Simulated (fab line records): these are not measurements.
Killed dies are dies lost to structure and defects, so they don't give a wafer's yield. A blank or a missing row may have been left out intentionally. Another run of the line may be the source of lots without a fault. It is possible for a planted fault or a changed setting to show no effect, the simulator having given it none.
Problem report in the 8D (eight disciplines) form, filled by code / flow gf180mcu / the parts of the form that need people (team, actions taken, sign-off) are left out

1. THE ISSUE
Mean M1_ALCU_RS at GF_M1_RS_MEAS_05: 0.0653 ohm/sq over 2 wafers in 2 lots; fault-free wafers: 0.0692 ohm/sq, standard deviation 0.00077. Measured from the usual mean, that is -5.1 standard deviations.
The step: measures by four-point-probe.
First seen on wafer L861.6, day 20 21:18, on film_metro-03. At this step, 33 wafers from 11 lots have a number in the record. Rule for "out", or "out of limits": more than 4 standard deviations from the usual mean. All remaining wafers that have a number are taken as sound.

2. WHAT IT IS; WHAT IT IS NOT
question=which readings at this step | is=M1_ALCU_RS | is not=-
question=which lots | is=L861, L862 | is not=L851, L853, L856, L857, L860, L869, L870, L871, L872
question=which wafers of those lots | is=L861.6, L862.2 | is not=L861.2, L861.3, L862.1, L862.6
question=read on which gauges | is=film_metro-02, film_metro-03 | is not=film_metro-01
question=when | is=from day 20 21:18 | is not=up to then (17 sound wafers); but 14 sound wafers of L862, L869, L870, L871, L872 came after

3. WHAT RULES OUT EACH SUSPECT
Counting: if a tool at a process step up to the reading ran every lot that is out, it stays a suspect. Sound lots after the first of them don't rule it out here, since some wafers of a struck lot are sound.
- the gauge at GF_M1_RS_MEAS_05: ruled out. 2 gauges (film_metro-02, film_metro-03) read the wafers that are out.
- pvd_sputter-01 at GF_M1_SPUTTER_02 (material AlCu, target thk 450 nm, time 23.9 s): kept. It ran every lot that is out, first L861 (day 20 21:11); its last sound lot up to then is L857 (day 19 03:21).
- pvd_sputter-01 at GF_M1_SPUTTER_03 (material Ti, target thk 10 nm, time 6.7 s): kept. It ran every lot that is out, first L861 (day 20 21:13); its last sound lot up to then is L857 (day 19 03:23).
What counting leaves: pvd_sputter-01 at GF_M1_SPUTTER_02 and pvd_sputter-01 at GF_M1_SPUTTER_03.

4. THE CAUSE (what the simulator had put in)
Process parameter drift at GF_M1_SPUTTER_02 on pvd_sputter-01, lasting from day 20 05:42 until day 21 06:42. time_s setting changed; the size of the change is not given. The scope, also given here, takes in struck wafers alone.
This tool is one of the 2 suspects left after counting.

5. THE EFFECT CHAIN, in route order
Rows list readings where the struck wafers' mean (over those with a number) sits beyond 3 standard deviations from the usual. Only readings for which the record gives a usual standard deviation are gone through. hours: the time from each lot's start at the first step in this table that gives one to its start at this step, as a median over the lots. sigmas: the change in usual standard deviations.
hours=0; step=GF_M1_RS_MEAS_05; reading=M1_ALCU_RS; usual=0.0692 ohm/sq; on struck wafers=0.0653; change=-0.0039; sigmas=-5.1
hours=6; step=GF_M1_THK_MEAS_06; reading=M1_ALCU_THK; usual=457 nm; on struck wafers=486; change=+28; sigmas=+5.1

6. WHAT WOULD HAVE CAUGHT IT SOONER
16 hours passed between the start of the fault at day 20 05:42 and the first reading out of limits at a measuring or inspecting step in this record, taken at day 20 21:18.
Tool readings at GF_M1_SPUTTER_02 with a usual standard deviation given in the record: none out on any struck wafer, hence no alarm at a limit of 4 standard deviations on them.
L862, from the lots that are out (2), started GF_M1_SPUTTER_02 on pvd_sputter-01 later than day 20 21:18. It would have been spared by a hold on the tool at that moment.
